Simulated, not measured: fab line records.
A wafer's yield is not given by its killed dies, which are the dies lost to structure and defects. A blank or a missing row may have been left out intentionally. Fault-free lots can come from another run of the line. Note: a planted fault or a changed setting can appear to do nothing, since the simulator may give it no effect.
fab line records	flow sky130
record lots=24	wafers=72	last_day=50
route steps=708 shown LI_CONTACT@364 CONTACT@406 METAL1@440 VIA1@481 VIA2@521
lots with no fault: from the same line, run without faults
start_h: hours from the record's first day to the start of the lot's first wafer shown	wait_h: hours from the lot's prior step to this one	" repeats the value in the row above	L1.1+2: several wafers, shown together as one row	- no value, or no start given	* or withheld: withheld	< > ~ a bound
route shown NAME@n: NAME is a module with steps in the file, n the number in the route of the first one	usual: the fault-free wafers' mean and standard deviation	same: alike in all rows	chamber/n: place in a boat	sites: the reading at each site	_std_site: standard deviation across them	_edge_site: the outer-site mean with the inner-site mean subtracted	radius_mm: for every site, how far away it sits from the centre of the wafer	mask NAME#n: copy n	behind: the most recent tool/chamber to have shaped the wafer	hold: the reason the lot was held/the length of the hold in hours/how it ended	device: whichever transistor did not switch (one of n, p or np)	end of line: the same wafers' tests at the end of the route	a step with no rows: only its recipe	killed: dies lost to structure and defects at the first sort, not the wafer's yield	map: dies across one wafer; x = killed, . = not, _ = none there
set.NAME: the run value of the setting; set.NAME@STEP: its run value at that earlier step	model.NAME: the simulator's own value behind a step, which no gauge read
a sample of lots followed through the steps of the route, with each step as a table and each wafer as a row
services: from which hour (start_h, from the record's first day; less than 0 if before it) a tool's chamber was out of use, for how many hours, and why
## steps
# step SKY_LI_CONTACT_CMP_02
# recipe material=PSG	down_force_psi=4	platen_rpm=60	pad_velocity_m_s=0.94248
# usual motor_current_A=11.3/1.2	time_to_endpoint_s=32/3.1
lot.wafer	tool	chamber	start_h	wait_h	motor_current_A	time_to_endpoint_s
L074.3	cmp-01	3	629.65	0.1	11.5	31
L074.1	"	0	"	"	11.7	34
L074.5	"	1	"	"	9.8	34
L075.4	cmp-02	0	644.24	0.1	13.3	30
L075.5	"	2	"	"	9.3	32
L075.6	"	3	"	"	11.2	29
L076.4	cmp-01	2	651.42	0.1	13.1	36
L076.2	"	0	"	"	11.0	32
L076.5	"	1	"	"	9.4	30
L077.2	cmp-02	3	664.45	0.1	11.0	31
L077.3	"	1	"	"	11.2	29
L077.6	"	2	"	"	10.2	33
L078.1	cmp-02	2	680.05	0.1	9.9	32
L078.2	"	3	"	"	11.1	29
L078.3	"	1	"	"	11.9	32
L079.3	cmp-02	2	693.20	0.1	9.7	36
L079.4	"	3	"	"	11.2	32
L079.6	"	1	"	"	11.8	36
L080.3	cmp-01	0	700.59	0.0	11.6	34
L080.2	"	1	"	"	9.4	32
L080.4	"	3	"	"	11.2	34
L081.1	cmp-02	3	703.57	0.1	11.5	28
L081.5	"	2	"	"	10.8	32
L081.6	"	3	"	"	11.1	27
L082.2	cmp-02	1	717.64	0.1	10.9	31
L082.1	"	3	"	"	11.1	29
L082.5	"	0	"	"	12.9	32
L084.3	cmp-01	0	725.54	0.1	11.1	30
L084.6	"	3	"	"	11.3	29
L084.5	"	0	"	"	11.4	28
L083.3	cmp-01	1	727.52	0.0	10.0	30
L083.1	"	0	"	"	11.6	31
L083.5	"	2	"	"	11.7	36
L085.4	cmp-01	3	728.95	0.0	11.5	29
L085.3	"	2	"	"	12.1	39
L085.6	"	3	"	"	11.8	32
L086.4	cmp-01	0	739.43	0.2	11.5	33
L086.3	"	2	"	"	12.5	37
L086.1	"	3	"	"	11.7	34
L087.4	cmp-02	0	748.80	0.1	13.8	35
L087.3	"	1	"	"	11.7	35
L087.6	"	3	"	"	11.4	32
L088.1	cmp-02	1	752.67	0.1	11.3	31
L088.2	"	2	"	"	10.0	35
L088.4	"	3	"	"	11.5	30
L090.3	cmp-02	1	786.12	0.1	11.9	32
L090.5	"	3	"	"	11.4	33
L090.6	"	0	"	"	13.8	33
L091.2	cmp-01	2	786.30	0.0	12.0	37
L091.4	"	1	"	"	8.9	30
L091.5	"	3	"	"	11.4	29
L089.4	cmp-02	3	787.47	0.1	10.8	29
L089.2	"	0	"	"	13.5	34
L089.5	"	1	"	"	11.4	29
L092.4	cmp-01	3	789.35	0.2	10.7	31
L092.5	"	0	"	"	11.5	32
L092.6	"	1	"	"	9.8	32
L093.1	cmp-01	2	797.76	0.1	12.3	33
L093.6	"	0	"	"	11.6	32
L093.5	"	1	"	"	9.6	26
L094.4	cmp-01	2	815.39	0.0	12.0	34
L094.3	"	0	"	"	11.6	29
L094.5	"	3	"	"	11.3	28
L096.3	cmp-01	1	833.46	0.0	9.4	28
L096.1	"	2	"	"	12.5	35
L096.6	"	1	"	"	9.5	29
L095.1	cmp-02	3	833.83	0.1	11.7	29
L095.3	"	0	"	"	13.1	31
L095.6	"	3	"	"	11.7	31
L097.2	cmp-01	3	838.62	0.0	11.6	29
L097.3	"	1	"	"	10.1	29
L097.1	"	2	"	"	12.2	37
# step SKY_CONTACT_CVD_00
# recipe material=Si3N4	target_thk_nm=75	temp_c=400	time_s=withheld	rf_w=450
# usual heater_power_outer_w=432/68	heater_power_w=721/110	susceptor_temp_C=399.97/0.23
lot.wafer	tool	chamber	start_h	wait_h	heater_power_outer_w	heater_power_w	susceptor_temp_C
L074.1	pecvd-04	1	685.53	0.0	376	591	400.19
L074.3	"	0	"	"	445	688	399.72
L074.5	"	1	"	"	382	610	399.97
L075.4	pecvd-03	1	700.39	0.0	535	812	399.81
L075.5	"	0	"	"	504	895	399.55
L075.6	"	2	"	"	528	937	400.06
L076.2	pecvd-04	2	709.03	0.0	346	581	399.58
L076.4	"	0	"	"	474	741	400.08
L076.5	"	2	"	"	357	603	399.40
L077.2	pecvd-01	0	720.85	0.0	425	666	399.66
L077.3	"	2	"	"	360	665	400.10
L077.6	"	0	"	"	425	663	399.65
L078.1	pecvd-01	1	736.86	0.0	426	733	399.98
L078.2	"	0	"	"	505	759	400.03
L078.3	"	2	"	"	347	612	399.97
L079.3	pecvd-01	1	750.10	0.0	407	720	400.25
L079.4	"	2	"	"	368	667	400.11
L079.6	"	2	"	"	369	663	400.42
L080.2	pecvd-03	2	755.93	0.0	563	967	400.18
L080.3	"	0	"	"	409	786	399.85
L080.4	"	0	"	"	415	783	400.25
L081.1	pecvd-04	1	759.97	0.0	343	542	400.28
L081.5	"	0	"	"	475	751	400.26
L081.6	"	1	"	"	358	545	400.13
L082.1	pecvd-03	1	775.50	0.0	498	770	400.04
L082.2	"	0	"	"	493	867	399.79
L082.5	"	0	"	"	503	882	399.59
L084.3	pecvd-01	1	781.47	0.0	402	718	399.81
L084.5	"	2	"	"	397	709	400.15
L084.6	"	0	"	"	424	674	399.88
L083.1	pecvd-04	0	782.71	0.0	413	654	400.10
L083.3	"	2	"	"	322	559	400.00
L083.5	"	1	"	"	420	648	399.91
L085.3	pecvd-03	0	784.94	0.0	488	871	399.99
L085.4	"	0	"	"	487	869	400.12
L085.6	"	1	"	"	545	822	400.25
L086.1	pecvd-01	2	794.79	0.0	390	667	400.09
L086.3	"	1	"	"	370	668	399.95
L086.4	"	0	"	"	506	754	399.90
L087.3	pecvd-01	0	804.51	0.0	400	625	400.05
L087.4	"	2	"	"	309	583	399.38
L087.6	"	0	"	"	402	640	399.71
L088.1	pecvd-04	2	808.53	0.0	413	668	399.66
L088.2	"	1	"	"	378	600	399.95
L088.4	"	1	"	"	384	607	399.78
L090.3	pecvd-01	2	841.32	0.0	376	678	399.92
L090.5	"	1	"	"	423	741	399.78
L090.6	"	0	"	"	484	748	400.42
L091.2	pecvd-03	2	841.75	0.0	557	1001	399.93
L091.4	"	2	"	"	558	971	399.91
L091.5	"	0	"	"	461	834	400.04
L089.2	pecvd-04	1	842.03	0.0	357	552	400.07
L089.4	"	2	"	"	425	689	399.93
L089.5	"	1	"	"	344	561	399.77
L092.4	pecvd-01	1	843.45	0.0	319	617	400.14
L092.5	"	0	"	"	420	668	400.51
L092.6	"	2	"	"	375	666	399.82
L093.1	pecvd-04	1	853.37	0.0	445	682	399.96
L093.5	"	0	"	"	382	639	399.95
L093.6	"	2	"	"	407	668	399.96
L094.3	pecvd-01	0	870.32	0.0	458	699	400.00
L094.4	"	1	"	"	418	725	400.06
L094.5	"	2	"	"	363	643	400.14
L096.1	pecvd-04	0	888.86	0.0	409	700	400.40
L096.3	"	0	"	"	412	693	399.97
L096.6	"	0	"	"	417	694	400.10
L095.1	pecvd-01	2	889.26	0.0	356	648	400.17
L095.3	"	1	"	"	369	667	400.50
L095.6	"	0	"	"	485	757	399.87
L097.1	pecvd-03	1	893.40	0.0	533	794	399.94
L097.2	"	2	"	"	567	962	399.30
L097.3	"	1	"	"	531	797	399.79
# step SKY_CONTACT_ETCH_17
# recipe target=SiO2	chemistry=C4F8/O2/Ar	stop_on=Si3N4	mask_material=KrF-thick	source_w=1500	bias_w=1200	pressure_mtorr=40	c4f8_flow_sccm=withheld	O2_flow_sccm=6	Ar_flow_sccm=300	time_s=withheld	target_depth_a=3400
# usual oes_product_au=0.891/0.0047
lot.wafer	tool	chamber	start_h	wait_h	oes_product_au
L074.1	rie_diel-01	1	713.76	0.0	0.886
L074.3	"	0	"	"	0.896
L074.5	"	2	"	"	0.899
L075.4	rie_diel-02	0	727.46	0.0	0.894
L075.5	"	2	"	"	0.903
L075.6	"	1	"	"	0.893
L076.2	rie_diel-04	1	736.76	0.0	0.890
L076.4	"	3	"	"	0.893
L076.5	"	3	"	"	0.886
L077.2	rie_diel-04	2	748.22	0.0	0.892
L077.3	"	3	"	"	0.898
L077.6	"	2	"	"	0.894
L078.1	rie_diel-01	0	764.13	0.0	0.897
L078.2	"	1	"	"	0.883
L078.3	"	3	"	"	0.888
L079.3	rie_diel-02	1	777.27	0.0	0.889
L079.4	"	2	"	"	0.891
L079.6	"	0	"	"	0.888
L080.2	rie_diel-01	0	783.12	0.0	0.892
L080.3	"	1	"	"	0.889
L080.4	"	3	"	"	0.894
L081.1	rie_diel-01	0	787.21	0.0	0.901
L081.5	"	3	"	"	0.897
L081.6	"	2	"	"	0.892
L082.1	rie_diel-02	3	802.23	0.0	0.889
L082.2	"	1	"	"	0.882
L082.5	"	2	"	"	0.885
L084.3	rie_diel-02	0	808.42	0.0	0.884
L084.5	"	1	"	"	0.890
L084.6	"	0	"	"	0.886
L083.1	rie_diel-04	1	810.11	0.0	0.891
L083.3	"	3	"	"	0.894
L083.5	"	3	"	"	0.897
L085.3	rie_diel-01	3	812.73	0.0	0.888
L085.4	"	2	"	"	0.895
L085.6	"	1	"	"	0.882
L086.1	rie_diel-02	3	822.03	0.0	0.889
L086.3	"	0	"	"	0.894
L086.4	"	1	"	"	0.892
L087.3	rie_diel-02	2	830.96	0.0	0.897
L087.4	"	3	"	"	0.888
L087.6	"	2	"	"	0.895
L088.1	rie_diel-01	0	835.32	0.0	0.890
L088.2	"	2	"	"	0.890
L088.4	"	1	"	"	0.901
L090.3	rie_diel-02	3	869.12	0.0	0.886
L090.5	"	1	"	"	0.886
L090.6	"	2	"	"	0.887
L091.2	rie_diel-04	0	869.16	0.0	0.894
L091.4	"	2	"	"	0.887
L091.5	"	0	"	"	0.887
L089.2	rie_diel-01	3	869.24	0.0	0.880
L089.4	"	0	"	"	0.887
L089.5	"	3	"	"	0.891
L092.4	rie_diel-01	3	871.06	0.0	0.887
L092.5	"	0	"	"	0.887
L092.6	"	2	"	"	0.888
L093.1	rie_diel-01	2	880.27	0.0	0.881
L093.5	"	1	"	"	0.888
L093.6	"	2	"	"	0.894
L094.3	rie_diel-01	3	897.24	0.0	0.898
L094.4	"	1	"	"	0.888
L094.5	"	3	"	"	0.896
L096.1	rie_diel-01	3	914.09	0.0	0.889
L096.3	"	0	"	"	0.889
L096.6	"	1	"	"	0.896
L095.1	rie_diel-02	2	914.44	0.0	0.898
L095.3	"	0	"	"	0.892
L095.6	"	1	"	"	0.883
L097.1	rie_diel-01	2	918.91	0.0	0.893
L097.2	"	3	"	"	0.891
L097.3	"	0	"	"	0.895
# step SKY_METAL1_THK_MEAS_06
# recipe thk_meas_gauge=xrf	reads=AlCu_of_METAL1_SPUTTER_02
# usual METAL1_ALCU_THK=256/3.3
lot.wafer	tool	chamber	start_h	wait_h	METAL1_ALCU_THK[nm]
L074.1	film_metro-01	-	715.35	0.1	260
L074.3	"	-	"	"	262
L074.5	"	-	"	"	261
L075.4	film_metro-03	-	729.08	0.1	257
L075.5	"	-	"	"	253
L075.6	"	-	"	"	257
L076.2	film_metro-01	-	738.47	0.1	255
L076.4	"	-	"	"	256
L076.5	"	-	"	"	256
L077.2	film_metro-01	-	749.86	0.1	252
L077.3	"	-	"	"	251
L077.6	"	-	"	"	253
L078.1	film_metro-03	-	765.77	0.1	259
L078.2	"	-	"	"	262
L078.3	"	-	"	"	260
L079.3	film_metro-01	-	778.88	0.1	249
L079.4	"	-	"	"	250
L079.6	"	-	"	"	252
L080.2	film_metro-02	-	784.75	0.1	256
L080.3	"	-	"	"	254
L080.4	"	-	"	"	254
L081.1	film_metro-03	-	788.84	0.1	256
L081.5	"	-	"	"	256
L081.6	"	-	"	"	255
L082.1	film_metro-03	-	803.83	0.1	258
L082.2	"	-	"	"	259
L082.5	"	-	"	"	259
L084.3	film_metro-01	-	810.05	0.1	253
L084.5	"	-	"	"	255
L084.6	"	-	"	"	257
L083.1	film_metro-01	-	811.71	0.1	258
L083.3	"	-	"	"	258
L083.5	"	-	"	"	259
L085.3	film_metro-03	-	814.36	0.1	252
L085.4	"	-	"	"	255
L085.6	"	-	"	"	251
L086.1	film_metro-02	-	823.66	0.1	254
L086.3	"	-	"	"	252
L086.4	"	-	"	"	251
L087.3	film_metro-03	-	832.58	0.1	262
L087.4	"	-	"	"	256
L087.6	"	-	"	"	262
L088.1	film_metro-01	-	836.92	0.1	259
L088.2	"	-	"	"	254
L088.4	"	-	"	"	255
L090.3	film_metro-02	-	870.73	0.1	254
L090.5	"	-	"	"	257
L090.6	"	-	"	"	256
L091.2	film_metro-03	-	870.76	0.1	258
L091.4	"	-	"	"	253
L091.5	"	-	"	"	253
L089.2	film_metro-03	-	871.02	0.1	255
L089.4	"	-	"	"	253
L089.5	"	-	"	"	259
L092.4	film_metro-03	-	872.66	0.1	261
L092.5	"	-	"	"	258
L092.6	"	-	"	"	255
L093.1	film_metro-02	-	881.86	0.1	257
L093.5	"	-	"	"	260
L093.6	"	-	"	"	259
L094.3	film_metro-02	-	898.89	0.1	251
L094.4	"	-	"	"	245
L094.5	"	-	"	"	255
L096.1	film_metro-03	-	915.71	0.1	257
L096.3	"	-	"	"	254
L096.6	"	-	"	"	261
L095.1	film_metro-02	-	916.31	0.1	257
L095.3	"	-	"	"	254
L095.6	"	-	"	"	255
L097.1	film_metro-01	-	920.61	0.1	254
L097.2	"	-	"	"	256
L097.3	"	-	"	"	252
# step SKY_VIA1_THK_MEAS_23
# recipe thk_meas_gauge=xrf	reads=W_of_VIA1_CVD_21
# usual VIA1_W_THK=273/3.9
lot.wafer	tool	chamber	start_h	wait_h	VIA1_W_THK[nm]
L074.1	film_metro-04	-	772.92	0.1	271
L074.3	"	-	"	"	277
L074.5	"	-	"	"	279
L075.4	film_metro-04	-	784.80	0.1	271
L075.5	"	-	"	"	272
L075.6	"	-	"	"	281
L076.2	film_metro-02	-	794.22	0.1	273
L076.4	"	-	"	"	271
L076.5	"	-	"	"	269
L077.2	film_metro-02	-	805.70	0.1	276
L077.3	"	-	"	"	275
L077.6	"	-	"	"	274
L078.1	film_metro-04	-	820.57	0.1	278
L078.2	"	-	"	"	270
L078.3	"	-	"	"	274
L079.3	film_metro-02	-	834.18	0.1	274
L079.4	"	-	"	"	270
L079.6	"	-	"	"	277
L080.2	film_metro-04	-	840.24	0.1	278
L080.3	"	-	"	"	276
L080.4	"	-	"	"	279
L081.1	film_metro-01	-	843.22	0.1	271
L081.5	"	-	"	"	280
L081.6	"	-	"	"	272
L082.1	film_metro-02	-	858.07	0.1	273
L082.2	"	-	"	"	271
L082.5	"	-	"	"	274
L084.3	film_metro-04	-	864.39	0.1	272
L084.5	"	-	"	"	278
L084.6	"	-	"	"	279
L083.1	film_metro-04	-	866.88	0.1	269
L083.3	"	-	"	"	277
L083.5	"	-	"	"	273
L085.3	film_metro-04	-	868.99	0.1	277
L085.4	"	-	"	"	272
L085.6	"	-	"	"	274
L086.1	film_metro-04	-	877.97	0.1	277
L086.3	"	-	"	"	278
L086.4	"	-	"	"	271
L087.3	film_metro-02	-	887.11	0.1	271
L087.4	"	-	"	"	274
L087.6	"	-	"	"	269
L088.1	film_metro-04	-	891.95	0.1	278
L088.2	"	-	"	"	278
L088.4	"	-	"	"	280
L090.3	film_metro-01	-	923.37	0.1	272
L090.5	"	-	"	"	275
L090.6	"	-	"	"	277
L091.2	film_metro-02	-	923.40	0.1	274
L091.4	"	-	"	"	266
L091.5	"	-	"	"	273
L089.2	film_metro-02	-	923.84	0.1	269
L089.4	"	-	"	"	266
L089.5	"	-	"	"	272
L092.4	film_metro-01	-	925.16	0.1	268
L092.5	"	-	"	"	269
L092.6	"	-	"	"	278
L093.1	film_metro-04	-	934.12	0.1	273
L093.5	"	-	"	"	280
L093.6	"	-	"	"	272
L094.3	film_metro-04	-	950.48	0.1	276
L094.4	"	-	"	"	270
L094.5	"	-	"	"	276
L096.1	film_metro-01	-	967.63	0.1	269
L096.3	"	-	"	"	277
L096.6	"	-	"	"	268
L095.1	film_metro-02	-	967.83	0.1	271
L095.3	"	-	"	"	271
L095.6	"	-	"	"	268
L097.1	film_metro-02	-	972.33	0.1	268
L097.2	"	-	"	"	275
L097.3	"	-	"	"	276
# step SKY_VIA2_ETCH_14
# recipe chemistry=N2/H2	target=BARC	ion_energy_ev=200	source_w=500	bias_w=100	pressure_mtorr=30	n2_flow_sccm=100	h2_flow_sccm=200	stop_on=SiO2	time_s=45.9	target_depth_a=600
# usual drypump_motor_current_A=5.5/0.59	oes_product_au=0.854/0.0045	throttle_valve_pct=13.225/0.0091
lot.wafer	tool	chamber	start_h	wait_h	drypump_motor_current_A	oes_product_au	rf_hours_counter_h	throttle_valve_pct
L074.1	rie_diel-04	2	827.17	0.0	4.7	0.849	11	13.226
L074.3	"	3	"	"	5.9	0.854	1	13.213
L074.5	"	2	"	"	4.7	0.858	-	13.225
L075.4	rie_diel-04	3	840.04	0.0	5.9	0.858	2	13.230
L075.5	"	1	"	"	4.8	0.848	-	13.222
L075.6	"	0	"	"	6.3	0.855	-	13.241
L076.2	rie_diel-04	0	848.04	0.0	6.3	0.859	5	13.227
L076.4	"	2	"	"	4.7	0.855	12	13.226
L076.5	"	2	"	"	4.7	0.847	-	13.234
L077.2	rie_diel-02	3	860.78	0.0	5.2	0.852	9	13.229
L077.3	"	0	"	"	5.8	0.860	12	13.240
L077.6	"	0	"	"	5.8	0.858	-	13.212
L078.1	rie_diel-04	3	875.72	0.0	5.9	0.860	3	13.231
L078.2	"	0	"	"	6.4	0.856	6	13.224
L078.3	"	2	"	"	4.7	0.853	13	13.234
L079.3	rie_diel-02	1	889.69	0.0	5.8	0.857	25	13.207
L079.4	"	2	"	"	6.1	0.849	-	13.225
L079.6	"	0	"	"	5.8	0.853	-	13.234
L080.2	rie_diel-03	0	893.83	0.0	5.5	0.855	20	13.235
L080.3	"	3	"	"	4.7	0.863	19	13.218
L080.4	"	2	"	"	6.1	0.858	8	13.215
L081.1	rie_diel-03	2	897.42	0.0	6.1	0.858	8	13.224
L081.5	"	0	"	"	5.5	0.849	-	13.230
L081.6	"	3	"	"	4.7	0.849	-	13.219
L082.1	rie_diel-04	0	911.47	0.0	6.4	0.857	7	13.213
L082.2	"	1	"	"	4.8	0.854	8	13.226
L082.5	"	0	"	"	6.3	0.861	-	13.228
L084.3	rie_diel-04	2	917.64	0.0	4.7	0.862	15	13.226
L084.5	"	3	"	"	5.8	0.854	-	13.234
L084.6	"	2	"	"	4.7	0.858	-	13.227
L083.1	rie_diel-03	1	920.04	0.0	5.8	0.854	1	13.227
L083.3	"	0	"	"	5.5	0.856	20	13.233
L083.5	"	1	"	"	5.9	0.853	-	13.222
L085.3	rie_diel-04	0	921.07	0.0	6.4	0.864	7	13.226
L085.4	"	2	"	"	4.7	0.856	15	13.234
L085.6	"	0	"	"	6.4	0.855	-	13.222
L086.1	rie_diel-02	0	930.27	0.0	5.8	0.851	14	13.224
L086.3	"	3	"	"	5.2	0.856	11	13.229
L086.4	"	2	"	"	6.2	0.854	16	13.214
L087.3	rie_diel-04	1	938.33	0.0	4.8	0.853	9	13.239
L087.4	"	3	"	"	5.9	0.847	5	13.220
L087.6	"	0	"	"	6.4	0.857	-	13.226
L088.1	rie_diel-02	3	943.74	0.0	5.2	0.851	12	13.237
L088.2	"	0	"	"	5.9	0.853	15	13.243
L088.4	"	1	"	"	5.8	0.849	27	13.211
L090.3	rie_diel-04	2	973.69	0.0	4.6	0.858	16	13.240
L090.5	"	2	"	"	4.6	0.845	-	13.221
L090.6	"	3	"	"	5.9	0.860	-	13.217
L091.2	rie_diel-02	0	973.82	0.0	5.9	0.856	15	13.221
L091.4	"	2	"	"	6.2	0.861	18	13.225
L091.5	"	2	"	"	6.2	0.855	-	13.228
L089.2	rie_diel-03	0	974.43	0.0	5.5	0.852	22	13.216
L089.4	"	1	"	"	5.8	0.849	3	13.223
L089.5	"	3	"	"	4.7	0.852	-	13.226
L092.4	rie_diel-03	0	975.57	0.0	5.5	0.856	22	13.231
L092.5	"	1	"	"	5.8	0.858	-	13.227
L092.6	"	2	"	"	6.1	0.860	-	13.231
L093.1	rie_diel-03	0	984.43	0.0	5.5	0.858	22	13.214
L093.5	"	3	"	"	4.7	0.852	-	13.228
L093.6	"	0	"	"	5.5	0.859	-	13.224
L094.3	rie_diel-03	0	999.89	0.0	5.5	0.855	23	13.232
L094.4	"	2	"	"	6.1	0.856	11	13.229
L094.5	"	3	"	"	4.7	0.859	-	13.227
L096.1	rie_diel-03	2	1016.12	0.0	6.1	0.855	12	13.230
L096.3	"	3	"	"	4.7	0.855	23	13.216
L096.6	"	2	"	"	6.1	0.856	-	13.206
L095.1	rie_diel-04	2	1016.47	0.0	4.7	0.854	17	13.210
L095.3	"	1	"	"	4.8	0.846	11	13.229
L095.6	"	1	"	"	4.8	0.854	-	13.224
L097.1	rie_diel-03	1	1020.94	0.0	5.8	0.851	4	13.217
L097.2	"	3	"	"	4.7	0.853	23	13.207
L097.3	"	2	"	"	6.1	0.851	12	13.230
## services
tool	chamber	start_h	hours	kind
rie_diel-02	3	617.56	4.7	repair
cmp-01	-	642.22	6.4	repair
cmp-01	-	642.63	0.6	repair
rie_diel-02	3	685.81	13.3	repair
rie_diel-01	2	715.89	23.6	repair
rie_diel-01	1	717.29	4.3	repair
rie_diel-01	0	718.04	10.1	repair
rie_diel-02	-	721.08	1.2	repair
rie_diel-01	3	723.31	11.1	repair
cmp-01	-	744.00	4.0	pm
rie_diel-02	2	749.53	5.1	repair
rie_diel-04	0	792.53	35.1	repair
cmp-01	-	803.57	4.6	pm
rie_diel-02	0	825.03	2.8	repair
cmp-01	-	837.78	0.2	repair
rie_diel-04	0	859.97	1.6	repair
rie_diel-01	1	862.78	9.1	repair
rie_diel-02	3	881.37	9.0	repair
cmp-01	-	895.76	5.4	pm
rie_diel-04	1	976.62	16.8	repair
rie_diel-04	2	978.34	9.4	repair
rie_diel-02	3	993.46	9.8	repair
rie_diel-04	-	1001.71	2.8	pm
cmp-01	-	1014.24	1.1	repair
## key
fault none
